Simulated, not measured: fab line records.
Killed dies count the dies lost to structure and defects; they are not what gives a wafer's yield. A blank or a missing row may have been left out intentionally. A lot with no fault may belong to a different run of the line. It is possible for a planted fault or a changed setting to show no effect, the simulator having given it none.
Chamber matching ; flow sky130 ; cmp-02 running SKY_LI_CONTACT_CMP_24: 4 sister chambers
The step polishes, stops on PSG, t overpolish 20 s, target thk 0 nm. 4 wafers are shown with their chamber, then 7 later ones without.

## EACH WAFER AND ITS CHAMBER
wafer;chamber;motor current A (A)
L587.5;1;12.7
L592.2;2;12.8
L596.1;0;12.0
L596.4;3;11.7

## WAFERS WITH NO CHAMBER GIVEN
wafer;motor current A (A)
L596.5;11.3
L597.2;13.5
L597.4;10.8
L597.5;12.5
L605.3;12.1
L605.4;13.9
L605.5;13.7

## WHICH CHAMBER EACH ONE RAN IN
wafer;from the rows above;in truth
L596.5;can't be placed: 3 or 0 or 1 or 2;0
L597.2;can't be placed: 2 or 1 or 0 or 3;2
L597.4;can't be placed: 3 or 0 or 1 or 2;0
L597.5;can't be placed: 1 or 2 or 0 or 3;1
L605.3;can't be placed: 0 or 3 or 1 or 2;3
L605.4;can't be placed: 2 or 1 or 0 or 3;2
L605.5;can't be placed: 2 or 1 or 0 or 3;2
0 of 7 placed correctly. From these rows, 7 cannot be placed; in 7 the true chamber is one of the candidates. 0 placed wrongly.
How it was worked out, from the rows above alone: a wafer's distance from a chamber is the root of the sum, over the readings, of the square of ((its reading less the chamber's mean) divided by the reading's scatter). The wafer belongs to the nearest chamber; if the next one is less than 2 further off, it can't be placed. A chamber's mean is the mean of its shown wafers. The scatter (one wafer shown for each chamber): square how far every hidden wafer sits from the nearest shown wafer, average those squares and take the square root.
